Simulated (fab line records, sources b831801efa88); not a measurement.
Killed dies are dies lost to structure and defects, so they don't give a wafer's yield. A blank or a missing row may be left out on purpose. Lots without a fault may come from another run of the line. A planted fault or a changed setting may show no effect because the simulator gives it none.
Tool commonality check | flow gf180mcu | 13 lots, 39 wafers sampled

WHY IT WAS OPENED
At GF_PSD_TW_MEAS_11 the reading PSD_TW is flagged on 1 of 13 lots. Wafers without a fault read 3221, standard deviation 28.
Rule: a lot is flagged when every wafer of it that has a number lies more than 4 standard deviations from that mean, or none has a number. The other lots count as sound.

lot  | measured     | on            | PSD_TW, wafer by wafer | flag
L859 | day 14 08:48 | film_metro-01 | 3225 3265 3246         |
L860 | day 14 16:54 | film_metro-04 | 3206 3212 3184         |
L861 | day 14 21:01 | film_metro-01 | 3244 3248 3257         |
L864 | day 15 20:40 | film_metro-01 | 3248 3255 3252         |
L865 | day 16 05:29 | film_metro-02 | 3209 3209 3200         |
L866 | day 16 17:01 | film_metro-02 | 30 30 30               | FLAGGED
L868 | day 17 06:27 | film_metro-01 | 3248 3260 3272         |
L875 | day 19 20:36 | film_metro-04 | 3188 3176 3186         |
L876 | day 20 06:46 | film_metro-04 | 3180 3182 3183         |
L877 | day 20 15:01 | film_metro-01 | 3252 3262 3245         |
L878 | day 20 22:33 | film_metro-02 | 3202 3197 3229         |
L880 | day 21 20:19 | film_metro-02 | 3201 3229 3213         |
L881 | day 22 08:25 | film_metro-02 | 3199 3208 3195         |
The numbers of the flagged lots are 30 on average: -3191 against the usual, or -99 or more standard deviations.

WHICH TOOL RAN EACH LOT
The record holds 2 process steps before the reading, out of a route of 602 steps. In each cell: the tool, then ch and the chambers that the sampled wafers went through, then the start.
lot  | flag    | GF_NSD_STRIP_11                      | GF_PSD_STRIP_10
L859 |         | plasma_asher-02 ch 0,1, day 13 11:49 | plasma_asher-04 ch 0,1, day 14 08:42
L860 |         | plasma_asher-01 ch 0,1, day 13 20:08 | plasma_asher-03 ch 0,1, day 14 16:48
L861 |         | plasma_asher-04 ch 0,1, day 14 00:01 | plasma_asher-04 ch 0, day 14 20:54
L864 |         | plasma_asher-04 ch 0,1, day 14 22:14 | plasma_asher-02 ch 0,1, day 15 20:34
L865 |         | plasma_asher-02 ch 0,1, day 15 07:05 | plasma_asher-02 ch 0,1, day 16 05:23
L866 | FLAGGED | plasma_asher-04 ch 0, day 15 18:25   | plasma_asher-02 ch 1, day 16 16:54
L868 |         | plasma_asher-02 ch 0,1, day 16 08:31 | plasma_asher-03 ch 0,1, day 17 06:22
L875 |         | plasma_asher-02 ch 0,1, day 18 18:38 | plasma_asher-03 ch 0,1, day 19 20:30
L876 |         | plasma_asher-02 ch 0,1, day 19 06:18 | plasma_asher-03 ch 0,1, day 20 06:40
L877 |         | plasma_asher-01 ch 0,1, day 19 14:04 | plasma_asher-03 ch 0,1, day 20 14:54
L878 |         | plasma_asher-02 ch 0,1, day 19 21:41 | plasma_asher-04 ch 0, day 20 22:27
L880 |         | plasma_asher-04 ch 0,1, day 20 20:27 | plasma_asher-02 ch 0,1, day 21 20:14
L881 |         | plasma_asher-02 ch 0,1, day 21 08:21 | plasma_asher-04 ch 0,1, day 22 08:19
What these steps do:
- GF_NSD_STRIP_11: strips in O2/N2.
- GF_PSD_STRIP_10: strips in O2/N2.
- GF_PSD_TW_MEAS_11

FLAGGED OVER TOTAL, TOOL BY TOOL (the gauges that took the reading come last)
step              | tool            | lots run | flagged | share of the flagged lots | sound lots run after its first flagged lot
GF_NSD_STRIP_11   | plasma_asher-01 | 2        | 0       | none                      | -
GF_NSD_STRIP_11   | plasma_asher-02 | 7        | 0       | none                      | -
GF_NSD_STRIP_11   | plasma_asher-04 | 4        | 1       | all                       | 1 (L880)
GF_PSD_STRIP_10   | plasma_asher-02 | 4        | 1       | all                       | 1 (L880)
GF_PSD_STRIP_10   | plasma_asher-03 | 5        | 0       | none                      | -
GF_PSD_STRIP_10   | plasma_asher-04 | 4        | 0       | none                      | -
GF_PSD_TW_MEAS_11 | film_metro-01   | 5        | 0       | none                      | -
GF_PSD_TW_MEAS_11 | film_metro-02   | 5        | 1       | all                       | 3 (L878,L880,L881)
GF_PSD_TW_MEAS_11 | film_metro-04   | 3        | 0       | none                      | -

WHAT THE TABLE ALLOWS
3 rows of the table ran every flagged lot: plasma_asher-04 at GF_NSD_STRIP_11, plasma_asher-02 at GF_PSD_STRIP_10, film_metro-02 at GF_PSD_TW_MEAS_11.
- plasma_asher-04 at GF_NSD_STRIP_11: 1 of its 4 lots flagged. Sound lots ran on it after the first flagged one (L880), which a lasting fault on the whole tool wouldn't allow. Its own readings lie more than 4 standard deviations out on every wafer of the flagged lots: oes_product_au.
- plasma_asher-02 at GF_PSD_STRIP_10: 1 of its 4 lots flagged. Sound lots ran on it after the first flagged one (L880), which a lasting fault on the whole tool wouldn't allow. Its own readings lie more than 4 standard deviations out on every wafer of the flagged lots: oes_product_au, strip_time_to_endpoint_s.
- film_metro-02 at GF_PSD_TW_MEAS_11: 1 of its 5 lots flagged. Sound lots ran on it after the first flagged one (L878, L880, L881), which a lasting fault on the whole tool wouldn't allow.
No row of the table ran every flagged lot and no sound lot after the first.

WHAT THE SIMULATOR HAD PUT IN
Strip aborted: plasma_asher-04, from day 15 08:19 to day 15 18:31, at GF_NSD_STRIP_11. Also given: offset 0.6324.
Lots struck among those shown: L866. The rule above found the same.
